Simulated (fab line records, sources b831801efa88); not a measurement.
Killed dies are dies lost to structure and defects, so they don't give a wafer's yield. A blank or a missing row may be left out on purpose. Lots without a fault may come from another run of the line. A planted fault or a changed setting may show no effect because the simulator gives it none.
fab line records | flow sky130
record lots=11 wafers=33 last_day=51
route steps=708 shown VIA2@522 CAPM@537 METAL3@567
lots that met no fault: from a run of the same line without faults
start_h: hours from the record's first day to the start of the lot's first wafer shown | wait_h: hours since the lot's step before | " the same as in the row above | L1.1+2: a row that stands for several wafers | - no value, or no start given | * or withheld: withheld | < > ~ a bound
route shown NAME@n: a module of which the file shows steps, and the number in the route of the first | usual: mean/standard deviation of fault-free wafers | same: alike in all rows | chamber/n: place in a boat | sites: the reading at each site | _std_site: their standard deviation | _edge_site: outer sites' mean less inner sites' | radius_mm: how far each site lies from the wafer's centre | mask NAME#n: copy n | behind: the tool/chamber that last shaped the wafer | hold: why the lot was held/for how many hours/how that ended | device: the transistor (n, p or np) that didn't switch | end of line: the same wafers' tests at the end of the route | a step without rows: its recipe alone | killed: dies lost to structure and defects at the first sort, not the wafer's yield | map: a wafer's dies, x killed, . not, _ none there
set.NAME: the setting as run; set.NAME@STEP: as run at that earlier step | model.NAME: the simulator's own value behind a step, which no gauge read
steps of the route over a sample of lots; a table a step, a row a wafer
services: from which hour (start_h, from the record's first day; less than 0 if before it) a tool's chamber was out of use, for how many hours, and why
## steps
# step SKY_VIA2_ETCH_15
# recipe target=SiO2 chemistry=C4F8/O2/Ar target_depth_nm=546 stop_on=TiN mask_material=KrF-thick source_w=1500 bias_w=1200 pressure_mtorr=40 c4f8_flow_sccm=withheld O2_flow_sccm=6 Ar_flow_sccm=300 time_s=84
# usual oes_product_au=0.940/0.0044
# columns lot.wafer tool chamber start_h wait_h oes_product_au rf_hours_counter_h
L811.1 rie_diel-02 1 895.50 0.0 0.939 9
L811.3 " 3 " " 0.935 5
L811.4 " 2 " " 0.940 0
L813.1 rie_diel-04 1 922.85 0.0 0.936 14
L813.2 " 0 " " 0.941 1
L813.5 " 0 " " 0.939 -
L815.2 rie_diel-03 1 929.00 0.0 0.942 6
L815.3 " 2 " " 0.938 23
L815.6 " 0 " " 0.938 -
L818.1 rie_diel-03 3 952.30 0.0 0.940 26
L818.3 " 0 " " 0.945 10
L818.6 " 3 " " 0.942 -
L822.2 rie_diel-03 2 983.05 0.0 0.942 25
L822.3 " 0 " " 0.935 11
L822.6 " 2 " " 0.940 -
L824.3 rie_diel-02 1 987.20 0.0 0.934 11
L824.4 " 0 " " 0.930 4
L824.6 " 3 " " 0.937 -
L823.3 rie_diel-02 3 990.25 0.0 0.942 7
L823.4 " 2 " " 0.947 2
L823.6 " 0 " " 0.947 -
L825.1 rie_diel-02 2 993.55 0.0 0.940 2
L825.5 " 0 " " 0.935 -
L825.6 " 1 " " 0.947 -
L830.1 rie_diel-02 2 1022.75 0.0 0.947 3
L830.2 " 3 " " 0.932 8
L830.6 " 1 " " 0.934 -
L831.1 rie_diel-04 2 1032.45 0.0 0.938 7
L831.2 " 1 " " 0.936 18
L831.4 " 0 " " 0.937 5
L833.1 rie_diel-03 1 1042.40 0.0 0.940 10
L833.2 " 2 " " 0.941 26
L833.3 " 3 " " 0.941 29
# step SKY_VIA2_SPUTTER_20
# recipe material=TiN target_thk_nm=20 chamber_pressure_pa=5 power_w=4000 time_s=80
# usual throttle_valve_pct=30.6/0.86
# columns lot.wafer tool chamber start_h wait_h throttle_valve_pct
L811.1 pvd_sputter-04 - 896.16 0.0 30.9
L811.3 " - " " 30.8
L811.4 " - " " 30.9
L813.1 pvd_sputter-02 - 923.51 0.0 29.8
L813.2 " - " " 30.5
L813.5 " - " " 32.0
L815.2 pvd_sputter-02 - 929.65 0.0 32.1
L815.3 " - " " 30.2
L815.6 " - " " 30.0
L818.1 pvd_sputter-02 - 952.96 0.0 32.2
L818.3 " - " " 30.1
L818.6 " - " " 30.7
L822.2 pvd_sputter-02 - 983.70 0.0 30.1
L822.3 " - " " 32.2
L822.6 " - " " 30.0
L824.3 pvd_sputter-03 - 987.85 0.0 30.5
L824.4 " - " " 29.4
L824.6 " - " " 29.6
L823.3 pvd_sputter-03 - 990.91 0.0 29.4
L823.4 " - " " 32.0
L823.6 " - " " 29.4
L825.1 pvd_sputter-02 - 994.23 0.0 31.9
L825.5 " - " " 29.9
L825.6 " - " " 30.1
L830.1 pvd_sputter-02 - 1023.45 0.0 32.0
L830.2 " - " " 30.7
L830.6 " - " " 30.5
L831.1 pvd_sputter-04 - 1033.13 0.0 31.1
L831.2 " - " " 30.7
L831.4 " - " " 30.8
L833.1 pvd_sputter-04 - 1043.07 0.0 30.6
L833.2 " - " " 30.7
L833.3 " - " " 31.0
# step SKY_VIA2_CMP_24
# recipe stop_on=SiO2 t_overpolish_s=20 down_force_psi=3.5 platen_rpm=60 target_thk_nm=0 pad_velocity_m_s=0.94248
# usual motor_current_A=11.2/0.64 overpolish_run_s=20.000/0.0088 time_to_endpoint_s=103/5
# columns lot.wafer tool chamber start_h wait_h motor_current_A overpolish_run_s time_to_endpoint_s
L811.4 cmp-01 2 896.54 0.0 11.1 20.005 96
L811.3 " 0 " " 11.3 20.004 108
L811.1 " 1 " " 10.6 19.995 108
L813.1 cmp-01 3 923.88 0.1 11.3 20.001 108
L813.2 " 1 " " 10.7 20.002 108
L813.5 " 0 " " 11.3 20.002 105
L815.2 cmp-02 0 930.02 0.0 10.9 19.992 98
L815.3 " 1 " " 11.3 19.995 96
L815.6 " 1 " " 11.5 20.002 101
L818.1 cmp-02 3 953.66 0.4 11.8 19.987 105
L818.3 " 0 " " 11.2 19.999 99
L818.6 " 0 " " 10.6 20.001 103
L822.3 cmp-01 2 984.13 0.1 11.9 20.004 99
L822.2 " 3 " " 11.6 19.984 106
L822.6 " 2 " " 11.9 20.007 99
L824.4 cmp-02 1 988.32 0.1 11.4 20.003 102
L824.3 " 2 " " 10.3 20.006 105
L824.6 " 3 " " 11.9 20.004 106
L823.3 cmp-02 0 991.33 0.1 10.6 20.005 101
L823.4 " 1 " " 11.9 20.002 104
L823.6 " 3 " " 12.3 19.996 110
L825.1 cmp-02 3 994.61 0.1 12.1 19.997 102
L825.6 " 3 " " 12.1 20.008 103
L825.5 " 0 " " 11.0 20.000 94
L830.2 cmp-01 3 1023.95 0.0 11.4 20.004 110
L830.1 " 2 " " 11.3 20.005 99
L830.6 " 0 " " 11.3 20.036 102
L831.4 cmp-01 3 1033.57 0.1 10.9 20.003 107
L831.1 " 0 " " 11.6 20.013 105
L831.2 " 1 " " 10.6 19.993 109
L833.2 cmp-01 2 1043.62 0.0 11.2 20.008 95
L833.3 " 3 " " 11.7 20.002 103
L833.1 " 0 " " 11.3 19.997 98
# step SKY_CAPM_CVD_00
# recipe material=SiO2 target_thk_nm=15.5 temp_c=400 time_s=withheld rf_w=450
# usual heater_power_w=682/110
# columns lot.wafer tool chamber start_h wait_h heater_power_w
L811.1 pecvd-02 1 896.99 0.0 710
L811.3 " 2 " " 796
L811.4 " 2 " " 794
L813.1 pecvd-01 0 924.33 0.0 758
L813.2 " 1 " " 852
L813.5 " 1 " " 842
L815.2 pecvd-01 2 930.48 0.0 601
L815.3 " 0 " " 727
L815.6 " 1 " " 786
L818.1 pecvd-02 0 954.11 0.0 533
L818.3 " 1 " " 667
L818.6 " 1 " " 667
L822.2 pecvd-02 1 984.53 0.0 713
L822.3 " 2 " " 722
L822.6 " 1 " " 728
L824.3 pecvd-02 2 988.69 0.0 735
L824.4 " 0 " " 501
L824.6 " 2 " " 718
L823.3 pecvd-04 2 991.74 0.0 755
L823.4 " 0 " " 516
L823.6 " 2 " " 728
L825.1 pecvd-02 2 995.06 0.0 676
L825.5 " 0 " " 494
L825.6 " 1 " " 726
L830.1 pecvd-04 2 1024.40 0.0 803
L830.2 " 1 " " 693
L830.6 " 1 " " 702
L831.1 pecvd-01 1 1033.97 0.0 697
L831.2 " 0 " " 740
L831.4 " 1 " " 700
L833.1 pecvd-01 0 1044.07 0.0 773
L833.2 " 2 " " 594
L833.3 " 1 " " 837
# step SKY_CAPM_THK_MEAS_01
# recipe reads=SiO2_of_CAPM_CVD_00
# usual CAPM_CVD_00_THK=15.41/0.25
# columns lot.wafer tool chamber start_h wait_h CAPM_CVD_00_THK[nm]
L811.1 film_metro-02 - 897.02 - 15.08
L811.3 " - " " 15.07
L811.4 " - " " 15.36
L813.1 film_metro-04 - 924.36 - 15.46
L813.2 " - " " 15.59
L813.5 " - " " 15.85
L815.2 film_metro-04 - 930.53 - 15.16
L815.3 " - " " 15.26
L815.6 " - " " 15.60
L818.1 film_metro-02 - 954.13 - 15.33
L818.3 " - " " 15.02
L818.6 " - " " 15.61
L822.2 film_metro-03 - 984.56 - 15.56
L822.3 " - " " 15.21
L822.6 " - " " 15.60
L824.3 film_metro-04 - 988.73 - 13.82
L824.4 " - " " 13.93
L824.6 " - " " 13.74
L823.3 film_metro-04 - 991.78 - 15.03
L823.4 " - " " 14.85
L823.6 " - " " 15.13
L825.1 film_metro-03 - 995.08 - 15.38
L825.5 " - " " 15.66
L825.6 " - " " 13.79
L830.1 film_metro-03 - 1024.42 - 15.06
L830.2 " - " " 15.16
L830.6 " - " " 15.52
L831.1 film_metro-03 - 1034.00 - 15.10
L831.2 " - " " 15.43
L831.4 " - " " 15.59
L833.1 film_metro-03 - 1044.09 - 15.53
L833.2 " - " " 15.15
L833.3 " - " " 15.33
# step SKY_METAL3_ETCH_17
# recipe target=SiO2 stop_on=TiN chemistry=C4F8/O2/Ar source_w=1500 bias_w=1200 pressure_mtorr=40 c4f8_flow_sccm=withheld O2_flow_sccm=6 Ar_flow_sccm=300 time_s=3.9 target_depth_a=150
# usual oes_product_au=0.752/0.0078
# columns lot.wafer tool chamber start_h wait_h oes_product_au rf_hours_counter_h
L811.1 rie_diel-04 0 950.12 0.1 0.744 2
L811.3 " 2 " " 0.752 4
L811.4 " 1 " " 0.758 15
L813.1 rie_diel-02 2 976.97 0.1 0.756 2
L813.2 " 0 " " 0.755 4
L813.5 " 1 " " 0.763 -
L815.2 rie_diel-02 2 982.19 0.1 0.752 2
L815.3 " 1 " " 0.755 10
L815.6 " 2 " " 0.754 -
L818.1 rie_diel-02 1 1005.13 0.1 0.752 11
L818.3 " 3 " " 0.742 7
L818.6 " 2 " " 0.753 -
L822.2 rie_diel-02 2 1034.54 0.1 0.755 3
L822.3 " 1 " " 0.751 12
L822.6 " 0 " " 0.753 -
L824.3 rie_diel-02 1 1038.39 0.0 0.716 12
L824.4 " 1 " " 0.710 -
L824.6 " 0 " " 0.711 -
L823.3 rie_diel-01 2 1041.19 0.0 0.744 8
L823.4 " 3 " " 0.737 18
L823.6 " 0 " " 0.746 -
L825.1 rie_diel-04 0 1043.39 0.1 0.751 6
L825.5 " 0 " " 0.761 -
L825.6 " 1 " " 0.716 -
L830.1 rie_diel-04 2 1071.99 0.1 0.741 9
L830.2 " 0 " " 0.750 7
L830.6 " 1 " " 0.749 -
L831.1 rie_diel-02 0 1081.64 0.1 0.747 7
L831.2 " 1 " " 0.749 14
L831.4 " 3 " " 0.759 10
L833.1 rie_diel-01 2 1090.69 0.1 0.758 10
L833.2 " 1 " " 0.750 10
L833.3 " 0 " " 0.757 21
## services
# columns tool chamber start_h hours kind
rie_diel-04 1 896.29 5.3 repair
rie_diel-03 2 900.36 14.8 repair
cmp-02 - 912.29 4.0 pm
rie_diel-04 0 914.43 4.6 repair
rie_diel-02 - 920.75 15.6 pm
rie_diel-04 - 925.69 0.4 repair
rie_diel-03 2 949.91 10.2 repair
rie_diel-03 2 961.05 5.2 repair
rie_diel-04 3 964.39 1.2 repair
rie_diel-01 0 971.24 10.1 repair
cmp-01 - 974.44 2.2 repair
pecvd-02 1 986.38 5.7 repair
pvd_sputter-04 - 988.61 3.7 repair
rie_diel-02 0 996.46 7.6 repair
cmp-01 - 1001.19 1.8 repair
pecvd-04 1 1003.67 13.9 repair
rie_diel-04 - 1030.92 0.2 repair
rie_diel-02 3 1037.15 3.4 repair
rie_diel-01 2 1044.20 4.7 repair
cmp-02 - 1057.03 1.1 repair
pvd_sputter-03 - 1066.26 3.9 repair
pvd_sputter-02 2 1083.89 - consumable_replace:kit
pvd_sputter-02 2 1083.89 18.0 scheduled_down
cmp-01 - 1084.03 4.0 pm
## key
first_sign step=SKY_CAPM_THK_MEAS_01 reading=CAPM_CVD_00_THK direction=down sigmas=6.4 usual=15.41 struck=13.82
effect step=SKY_METAL3_ETCH_17 reading=oes_product_au direction=down sigmas=5 usual=0.752 struck=0.713
met_at SKY_CAPM_CVD_00
struck_lots L824,L825
struck_wafers L824.3,L824.4,L824.6,L825.6
not_acting_at SKY_VIA2_ETCH_15,SKY_VIA2_SPUTTER_20,SKY_VIA2_CMP_24
onset_between 984.53 988.69
fault kind=process_parameter_drift tool=pecvd-02 chamber=- onset_h=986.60 steps=SKY_CAPM_CVD_00 channel=time_s offset=withheld shape=step end_h=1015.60 scope=struck_wafers_only acts_in=*
